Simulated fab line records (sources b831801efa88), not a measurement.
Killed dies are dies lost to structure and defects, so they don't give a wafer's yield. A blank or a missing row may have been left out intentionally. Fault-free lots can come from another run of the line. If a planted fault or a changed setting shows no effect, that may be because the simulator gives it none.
fab line records + flow gf180mcu
record:
- lots: 6
- wafers: 18
- last-day: 34
route steps=602 shown POLY_GATE@157
lots with no fault: from the same line, run without faults
start-h: hours from the record's first day to the start of the lot's first wafer shown + wait-h: hours elapsed since this lot's preceding step + " identical to the entry in the row above + L1.1+2: a single row standing in for several wafers + - no value present, or no start provided + * or withheld: withheld + < > ~ a bound
route shown NAME@n: names a module that has steps shown in the file, with the first one's number in the route + usual: mean/standard deviation taken from wafers without a fault + same: alike in all rows + chamber/n: place in a boat + sites: readings site by site + _std_site: standard deviation of those values + _edge_site: inner sites' mean taken away from outer sites' mean + radius-mm: for every site, how far away it sits from the centre of the wafer + mask NAME#n: copy n + behind: the most recent tool/chamber to have shaped the wafer + hold: why the lot went on hold/how many hours it stayed there/how the hold came to an end + device: the n, p or np transistor that did not switch + end of line: the route-end tests of the same wafers + where a step has no rows: the recipe by itself + killed: at the first sort, the dies lost to defects and structure; wafer yield is something else + map: shows each die of a wafer: x if killed, . if not, _ if none is there
set.NAME: the setting as run; set.NAME@STEP: as run at that earlier step + model.NAME: the simulator's own value behind a step, which no gauge read
lots seen at some steps along the route; tables by step, rows by wafer
services: when a tool's chamber went out of use (start-h, in hours from the record's first day, below 0 if earlier), for how many hours, and the reason
== steps ==
step: GF_POLY_GATE_CVD_00
recipe:
- material: poly-Si
- target-thk-nm: 200
- temp-c: 620
- time-s: 1200
- pressure-mtorr: 200
step: GF_POLY_GATE_THK_MEAS_01
recipe:
- reads: poly-Si_of_POLY_GATE_CVD_00
usual:
- POLY_GATE_CVD_00_THK: 200.3/2.1
| lot.wafer | tool          | chamber | start-h | wait-h | POLY_GATE_CVD_00_THK[nm] |
|-----------|---------------|---------|---------|--------|--------------------------|
| L268.1    | film-metro-04 | -       | 213.63  | 0.0    | 203.2                    |
| L268.3    | "             | -       | "       | "      | 200.9                    |
| L268.6    | "             | -       | "       | "      | 203.1                    |
| L269.2    | film-metro-01 | -       | 220.53  | 0.0    | 199.8                    |
| L269.3    | "             | -       | "       | "      | 197.9                    |
| L269.6    | "             | -       | "       | "      | 198.9                    |
| L270.4    | film-metro-03 | -       | 228.73  | 0.0    | 201.0                    |
| L270.5    | "             | -       | "       | "      | 200.9                    |
| L270.6    | "             | -       | "       | "      | 200.5                    |
| L271.1    | film-metro-04 | -       | 231.75  | 0.0    | 196.3                    |
| L271.2    | "             | -       | "       | "      | 198.6                    |
| L271.5    | "             | -       | "       | "      | 199.3                    |
| L280.1    | film-metro-01 | -       | 313.32  | 0.0    | 198.0                    |
| L280.2    | "             | -       | "       | "      | 199.4                    |
| L280.4    | "             | -       | "       | "      | 199.2                    |
| L284.1    | film-metro-03 | -       | 334.98  | 0.0    | 198.5                    |
| L284.3    | "             | -       | "       | "      | 198.4                    |
| L284.6    | "             | -       | "       | "      | 197.4                    |
step: GF_POLY_GATE_DEHYDRATE_02
recipe:
- temp-c: 200
- time-s: 60
step: GF_POLY_GATE_HMDS_03
recipe:
- prime-time-s: 60
- prime-temp-c: 120
step: GF_POLY_GATE_COAT_04
recipe:
- resist: BARC
- temp-c: withheld
- time-s: withheld
- spin-rpm: withheld
- resist-thk-nm: withheld
step: GF_POLY_GATE_COAT_05
recipe:
- resist: KrF
- spin-rpm: withheld
- resist-thk-nm: 700
step: GF_POLY_GATE_SOFTBAKE_06
recipe:
- temp-c: 130
- time-s: 60
- resist: KrF
step: GF_POLY_GATE_EXPOSE_07
recipe:
- mask-id: Poly2
- target-cd-nm: 280
- na: 0.68
- source-shape: conventional
- sigma-outer: 0.6
- dose-mj: 28
step: GF_POLY_GATE_PEB_08
recipe:
- peb-temp-c: 135
- peb-time-s: 90
- resist: KrF
step: GF_POLY_GATE_DEVELOP_09
recipe:
- develop-time-s: 60
- resist: KrF
- dev-temp-c: 21
step: GF_POLY_GATE_CD_MEAS_10
recipe:
- target-cd-nm: 280
usual:
- cd-nm: 280.0/1.3
| lot.wafer | tool      | chamber | start-h | wait-h | cd-nm |
|-----------|-----------|---------|---------|--------|-------|
| L268.1    | cd-sem-01 | -       | 230.76  | 0.1    | 280.4 |
| L268.3    | "         | -       | "       | "      | 280.7 |
| L268.6    | "         | -       | "       | "      | 279.8 |
| L269.2    | cd-sem-01 | -       | 238.13  | 0.1    | 280.4 |
| L269.3    | "         | -       | "       | "      | 281.9 |
| L269.6    | "         | -       | "       | "      | 281.2 |
| L270.4    | cd-sem-01 | -       | 246.77  | 0.1    | 278.5 |
| L270.5    | "         | -       | "       | "      | 278.5 |
| L270.6    | "         | -       | "       | "      | 277.6 |
| L271.1    | cd-sem-01 | -       | 250.36  | 0.1    | 282.8 |
| L271.2    | "         | -       | "       | "      | 281.3 |
| L271.5    | "         | -       | "       | "      | 281.6 |
| L280.1    | cd-sem-01 | -       | 334.00  | 0.1    | 279.6 |
| L280.2    | "         | -       | "       | "      | 279.3 |
| L280.4    | "         | -       | "       | "      | 279.3 |
| L284.1    | cd-sem-02 | -       | 356.26  | 0.1    | 280.9 |
| L284.3    | "         | -       | "       | "      | 280.2 |
| L284.6    | "         | -       | "       | "      | 279.6 |
step: GF_POLY_GATE_OVL_MEAS_11
usual:
- POLY_GATE_OVL: -1/5.7
| lot.wafer | tool       | chamber | start-h | wait-h | POLY_GATE_OVL[nm] |
|-----------|------------|---------|---------|--------|-------------------|
| L268.1    | overlay-01 | -       | 230.88  | 0.1    | -3                |
| L268.3    | "          | -       | "       | "      | 0                 |
| L268.6    | "          | -       | "       | "      | 1                 |
| L269.2    | overlay-02 | -       | 238.23  | 0.1    | -1                |
| L269.3    | "          | -       | "       | "      | -5                |
| L269.6    | "          | -       | "       | "      | 0                 |
| L270.4    | overlay-02 | -       | 246.85  | 0.1    | -10               |
| L270.5    | "          | -       | "       | "      | 0                 |
| L270.6    | "          | -       | "       | "      | 5                 |
| L271.1    | overlay-02 | -       | 250.48  | 0.1    | 11                |
| L271.2    | "          | -       | "       | "      | 5                 |
| L271.5    | "          | -       | "       | "      | 8                 |
| L280.1    | overlay-02 | -       | 334.12  | 0.1    | -4                |
| L280.2    | "          | -       | "       | "      | -1                |
| L280.4    | "          | -       | "       | "      | -10               |
| L284.1    | overlay-02 | -       | 356.38  | 0.1    | 8                 |
| L284.3    | "          | -       | "       | "      | 5                 |
| L284.6    | "          | -       | "       | "      | 8                 |
step: GF_POLY_GATE_ETCH_12
recipe:
- chemistry: N2/H2
- target-depth-a: withheld
- overetch-a: withheld
- time-s: withheld
- target: BARC
- ion-energy-ev: 200
- source-w: 500
- bias-w: 100
- pressure-mtorr: 30
- n2-flow-sccm: 100
- h2-flow-sccm: 200
usual:
- bias-w: 100.0/0.32
- chamber-pressure-mTorr: 30.000/0.029
- drypump-motor-current-A: 5.6/0.61
- n2-flow-sccm: 99.96/0.28
- oes-product-au: 0.734/0.0045
- rf-fwd-power-W: 494.6/2
- throttle-valve-pct: 13.213/0.0088
| lot.wafer | tool        | chamber | start-h | wait-h | bias-w | chamber-pressure-mTorr | drypump-motor-current-A | n2-flow-sccm | oes-product-au | rf-fwd-power-W | throttle-valve-pct |
|-----------|-------------|---------|---------|--------|--------|------------------------|-------------------------|--------------|----------------|----------------|--------------------|
| L268.1    | rie-diel-03 | 0       | 230.91  | 0.0    | -      | -                      | -                       | -            | -              | -              | -                  |
| L268.3    | "           | 1       | "       | "      | -      | -                      | -                       | -            | -              | -              | -                  |
| L268.6    | "           | 3       | "       | "      | -      | -                      | -                       | -            | -              | -              | -                  |
| L269.2    | rie-diel-02 | 2       | 238.26  | 0.0    | -      | -                      | -                       | -            | -              | -              | -                  |
| L269.3    | "           | 3       | "       | "      | -      | -                      | -                       | -            | -              | -              | -                  |
| L269.6    | "           | 2       | "       | "      | -      | -                      | -                       | -            | -              | -              | -                  |
| L270.4    | rie-diel-03 | 3       | 246.89  | 0.0    | 100.4  | 29.993                 | 5.1                     | 100.34       | 0.734          | 494.6          | 13.221             |
| L270.5    | "           | 2       | "       | "      | 100.3  | 29.982                 | 5.4                     | 99.61        | 0.731          | 495.7          | 13.216             |
| L270.6    | "           | 0       | "       | "      | 100.3  | 29.993                 | 4.7                     | 100.30       | 0.735          | 495.5          | 13.197             |
| L271.1    | rie-diel-02 | 3       | 250.51  | 0.0    | 99.6   | 30.015                 | 5.5                     | 100.04       | 0.736          | 494.6          | 13.217             |
| L271.2    | "           | 0       | "       | "      | 99.8   | 30.011                 | 6.0                     | 99.91        | 0.735          | 494.2          | 13.223             |
| L271.5    | "           | 0       | "       | "      | 100.1  | 29.995                 | 6.0                     | 100.10       | 0.734          | 495.5          | 13.217             |
| L280.1    | rie-diel-03 | 1       | 334.15  | 0.0    | 99.7   | 30.023                 | 6.7                     | 99.54        | 0.732          | 494.2          | 13.216             |
| L280.2    | "           | 0       | "       | "      | 100.0  | 30.027                 | 4.7                     | 100.23       | 0.742          | 495.9          | 13.224             |
| L280.4    | "           | 1       | "       | "      | 99.4   | 29.946                 | 6.8                     | 99.36        | 0.733          | 492.7          | 13.206             |
| L284.1    | rie-diel-02 | 1       | 356.41  | 0.0    | 100.1  | 29.969                 | 4.8                     | 100.16       | 0.733          | 497.9          | 13.203             |
| L284.3    | "           | 2       | "       | "      | 100.4  | 29.989                 | 5.6                     | 99.59        | 0.739          | 497.2          | 13.223             |
| L284.6    | "           | 1       | "       | "      | 99.8   | 29.958                 | 4.8                     | 99.93        | 0.737          | 497.6          | 13.209             |
step: GF_POLY_GATE_ETCH_13
recipe:
- target: poly-Si
- target-depth-nm: 198.5
- stop-on: SiO2
- over-etch-frac: 0.403
- chemistry: HBr/Cl2
- icp-w: 400
- bias-w: 100
- pressure-mtorr: 10
- HBr_flow_sccm: 150
- Cl2_flow_sccm: 50
- time-s: 69.6
usual:
- HBr_flow_sccm: 150.0/0.43
- bias-w: 100.0/0.31
- drypump-motor-current-A: 5.5/0.55
- mfc-cl2-sccm: 49.99/0.16
- oes-product-au: 0.993/0.0089
- rf-fwd-power-W: 396.9/1.4
- throttle-valve-pct: 33.684/0.0093
| lot.wafer | tool      | chamber | start-h | wait-h | HBr_flow_sccm | bias-w | drypump-motor-current-A | mfc-cl2-sccm | oes-product-au | rf-fwd-power-W | rf-hours-counter-h | throttle-valve-pct |
|-----------|-----------|---------|---------|--------|---------------|--------|-------------------------|--------------|----------------|----------------|--------------------|--------------------|
| L268.1    | rie-si-02 | 0       | 230.96  | -      | 149.1         | 100.0  | 5.5                     | 50.03        | 0.269          | 396.3          | 2                  | 33.685             |
| L268.3    | "         | 1       | "       | "      | 151.0         | 100.1  | 5.6                     | 50.25        | 0.272          | 398.7          | 49                 | 33.680             |
| L268.6    | "         | 0       | "       | "      | 148.7         | 99.9   | 5.5                     | 50.12        | 0.266          | 397.0          | -                  | 33.679             |
| L269.2    | rie-si-01 | 2       | 238.31  | -      | 149.3         | 100.4  | 6.7                     | 50.03        | 0.275          | 397.5          | 0                  | 33.698             |
| L269.3    | "         | 1       | "       | "      | 150.0         | 100.1  | 5.0                     | 49.95        | 0.275          | 396.7          | 26                 | 33.691             |
| L269.6    | "         | 0       | "       | "      | 149.9         | 99.9   | 5.9                     | 50.20        | 0.272          | 397.6          | -                  | 33.671             |
| L270.4    | rie-si-02 | 0       | 246.91  | -      | 150.2         | 99.8   | 5.5                     | 50.09        | 1.002          | 397.0          | 2                  | 33.691             |
| L270.5    | "         | 2       | "       | "      | 150.2         | 99.0   | 4.9                     | 50.02        | 1.000          | 398.4          | -                  | 33.698             |
| L270.6    | "         | 3       | "       | "      | 149.7         | 99.8   | 5.8                     | 49.89        | 1.000          | 395.0          | -                  | 33.684             |
| L271.1    | rie-si-01 | 1       | 250.56  | -      | 150.3         | 99.7   | 5.0                     | 49.77        | 0.991          | 396.5          | 26                 | 33.660             |
| L271.2    | "         | 3       | "       | "      | 150.4         | 100.1  | 5.1                     | 50.15        | 0.986          | 397.1          | 110                | 33.681             |
| L271.5    | "         | 0       | "       | "      | 150.2         | 99.3   | 5.9                     | 50.08        | 0.987          | 397.4          | -                  | 33.677             |
| L280.1    | rie-si-01 | 3       | 334.21  | -      | 149.8         | 99.8   | 5.1                     | 49.80        | 0.981          | 395.8          | 0                  | 33.683             |
| L280.2    | "         | 2       | "       | "      | 149.5         | 100.4  | 6.7                     | 50.14        | 0.983          | 395.5          | 1                  | 33.689             |
| L280.4    | "         | 1       | "       | "      | 150.1         | 99.5   | 5.0                     | 50.08        | 0.995          | 398.5          | 27                 | 33.697             |
| L284.1    | rie-si-02 | 0       | 356.46  | -      | 149.8         | 99.8   | 5.5                     | 49.85        | 0.992          | 397.0          | 3                  | 33.688             |
| L284.3    | "         | 1       | "       | "      | 150.1         | 99.3   | 5.6                     | 50.05        | 0.997          | 395.8          | 50                 | 33.695             |
| L284.6    | "         | 2       | "       | "      | 150.5         | 100.4  | 4.9                     | 50.00        | 0.993          | 396.6          | -                  | 33.670             |
step: GF_POLY_GATE_STRIP_14
recipe:
- chemistry: O2/N2
- power-w: 1400
- pressure-mtorr: 1500
- platen-temp-c: 250
- o2-flow-sccm: 3000
- n2-flow-sccm: 300
- overash-fraction: 0.5
usual:
- drypump-motor-current-A: 5.8/0.37
- heater-power-w: 331/37
- n2-flow-sccm: 300.0/0.86
- o2-flow-sccm: 3000/7.7
- oes-product-au: 0.505/0.0049
| lot.wafer | tool            | chamber | start-h | wait-h | drypump-motor-current-A | heater-power-w | n2-flow-sccm | o2-flow-sccm | oes-product-au | rf-hours-counter-h |
|-----------|-----------------|---------|---------|--------|-------------------------|----------------|--------------|--------------|----------------|--------------------|
| L268.1    | plasma-asher-04 | 0       | 231.02  | 0.0    | 5.6                     | 302            | 300.4        | 3011         | 0.518          | 12                 |
| L268.3    | "               | 0       | "       | "      | 5.7                     | 311            | 301.3        | 3010         | 0.531          | -                  |
| L268.6    | "               | 1       | "       | "      | 5.7                     | 401            | 301.3        | 3004         | 0.529          | -                  |
| L269.2    | plasma-asher-03 | 0       | 238.37  | 0.0    | 5.9                     | 323            | 299.9        | 3011         | 0.526          | 43                 |
| L269.3    | "               | 0       | "       | "      | 5.9                     | 320            | 300.2        | 3004         | 0.525          | -                  |
| L269.6    | "               | 1       | "       | "      | 6.5                     | 303            | 299.5        | 2993         | 0.532          | -                  |
| L270.4    | plasma-asher-02 | 1       | 247.00  | 0.1    | 5.8                     | 323            | 302.1        | 3004         | 0.503          | -                  |
| L270.5    | "               | 1       | "       | "      | 5.8                     | 325            | 299.9        | 3010         | 0.507          | -                  |
| L270.6    | "               | 0       | "       | "      | 5.2                     | 312            | 300.1        | 2990         | 0.508          | -                  |
| L271.1    | plasma-asher-02 | 1       | 250.62  | 0.0    | 5.8                     | 328            | 299.3        | 2987         | 0.502          | 63                 |
| L271.2    | "               | 0       | "       | "      | 5.2                     | 313            | 298.8        | 2998         | 0.509          | 63                 |
| L271.5    | "               | 0       | "       | "      | 5.3                     | 318            | 300.3        | 3009         | 0.501          | -                  |
| L280.1    | plasma-asher-04 | 0       | 334.26  | 0.0    | 5.6                     | 306            | 300.2        | 3000         | 0.512          | 21                 |
| L280.2    | "               | 1       | "       | "      | 5.7                     | 413            | 299.7        | 2996         | 0.511          | 21                 |
| L280.4    | "               | 1       | "       | "      | 5.7                     | 408            | 299.8        | 3003         | 0.504          | -                  |
| L284.1    | plasma-asher-02 | 0       | 356.54  | 0.0    | 5.3                     | 317            | 299.8        | 3005         | 0.504          | 74                 |
| L284.3    | "               | 0       | "       | "      | 5.2                     | 305            | 299.6        | 2999         | 0.509          | -                  |
| L284.6    | "               | 0       | "       | "      | 5.2                     | 314            | 299.5        | 3008         | 0.504          | -                  |
step: GF_POLY_GATE_CLEAN_15
recipe:
- chemistry: SC1/SC2
- mix: 1:4:20
- temp-c: 70
- time-s: 150
- dry: n2-spin
step: GF_POLY_GATE_OXIDATION_16
recipe:
- temp-c: 850
- ambient: O2
- stabilise-s: 600
- purge-s: 300
- target-thk-a: 40
- ox-time-s: 899
step: GF_POLY_GATE_CD_MEAS_18
usual:
- cd-nm: 280.8/1.8
| lot.wafer | tool      | chamber | start-h | wait-h | cd-nm |
|-----------|-----------|---------|---------|--------|-------|
| L268.1    | cd-sem-01 | -       | 233.12  | 0.1    | -     |
| L268.3    | "         | -       | "       | "      | -     |
| L268.6    | "         | -       | "       | "      | -     |
| L269.2    | cd-sem-01 | -       | 239.86  | 0.1    | -     |
| L269.3    | "         | -       | "       | "      | -     |
| L269.6    | "         | -       | "       | "      | -     |
| L270.4    | cd-sem-02 | -       | 248.51  | 0.1    | 279.2 |
| L270.5    | "         | -       | "       | "      | 280.7 |
| L270.6    | "         | -       | "       | "      | 276.7 |
| L271.1    | cd-sem-01 | -       | 252.91  | 0.1    | 282.1 |
| L271.2    | "         | -       | "       | "      | 282.4 |
| L271.5    | "         | -       | "       | "      | 284.1 |
| L280.1    | cd-sem-02 | -       | 335.77  | 0.1    | 277.1 |
| L280.2    | "         | -       | "       | "      | 281.1 |
| L280.4    | "         | -       | "       | "      | 278.7 |
| L284.1    | cd-sem-01 | -       | 359.42  | 0.1    | 280.7 |
| L284.3    | "         | -       | "       | "      | 281.3 |
| L284.6    | "         | -       | "       | "      | 281.5 |
== services ==
| tool            | chamber | start-h | hours | kind           |
|-----------------|---------|---------|-------|----------------|
| plasma-asher-03 | -       | 210.44  | 14.3  | repair         |
| rie-diel-03     | 0       | 221.97  | 2.9   | repair         |
| rie-diel-02     | -       | 226.38  | 0.2   | repair         |
| plasma-asher-04 | -       | 234.54  | 15.6  | pm             |
| rie-diel-03     | 1       | 235.87  | -     | clean          |
| rie-diel-03     | 1       | 235.87  | 21.3  | scheduled-down |
| rie-diel-03     | 1       | 235.87  | 21.3  | vent-cycle     |
| rie-diel-02     | 0       | 236.05  | 9.4   | repair         |
| rie-si-02       | 1       | 242.93  | 1.1   | repair         |
| rie-diel-02     | 2       | 246.14  | 7.0   | repair         |
| rie-si-02       | 3       | 264.66  | 12.0  | repair         |
| rie-diel-03     | -       | 271.35  | 0.3   | repair         |
| rie-diel-03     | -       | 275.18  | 0.7   | repair         |
| rie-diel-02     | -       | 276.21  | 1.9   | repair         |
| rie-diel-02     | 2       | 281.40  | 11.2  | repair         |
| rie-diel-03     | 2       | 282.65  | 24.4  | repair         |
| rie-diel-03     | -       | 286.32  | 4.3   | pm             |
| plasma-asher-03 | -       | 314.91  | 15.1  | repair         |
| plasma-asher-02 | -       | 317.50  | 3.6   | repair         |
| rie-si-02       | -       | 331.28  | 15.6  | pm             |
| plasma-asher-02 | -       | 341.95  | 3.1   | repair         |
| rie-si-01       | 0       | 345.50  | 12.5  | repair         |
| plasma-asher-03 | -       | 351.66  | 5.4   | repair         |
| plasma-asher-04 | -       | 352.56  | 0.4   | repair         |
== key ==
first-sign:
- step: GF_POLY_GATE_ETCH_12
- reading: tool-record
- direction: missing
effect:
- step: GF_POLY_GATE_ETCH_13
- reading: oes-product-au
- direction: down
- sigmas: 81
- usual: 0.993
- struck: 0.271
effect:
- step: GF_POLY_GATE_STRIP_14
- reading: oes-product-au
- direction: up
- sigmas: 4.5
- usual: 0.505
- struck: 0.527
effect:
- step: GF_POLY_GATE_CD_MEAS_18
- reading: cd-nm
- direction: missing
met-at GF_POLY_GATE_ETCH_12
struck-wafers L268.1,L268.3,L268.6,L269.2,L269.3,L269.6
later-rows-left-out L268.1,L268.3,L268.6,L269.2,L269.3,L269.6
sort-left-out L268.1,L268.3,L268.6,L269.2,L269.3,L269.6
tester-left-out L268,L269
fault:
- kind: skipped-step-whole
- tool: rie-diel-02,rie-diel-03
- chamber: -
- onset-h: 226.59
- steps: GF_POLY_GATE_ETCH_12
- scope: struck-lots-only
tester-left-out: of these lots the tester's yield and bins aren't shown, on N5 and GAA mostly nor the transistor test; their killed dies are dies lost to structure and defects alone, not to doping, threshold or leakage, so they don't give the yield
sort-left-out: the simulated sort isn't trusted on such a fault, so these wafers' sort isn't shown, and their yield isn't known
later-rows-left-out: the simulator's readings of these wafers behind a module that went badly wrong aren't trusted and aren't shown, but for the sort
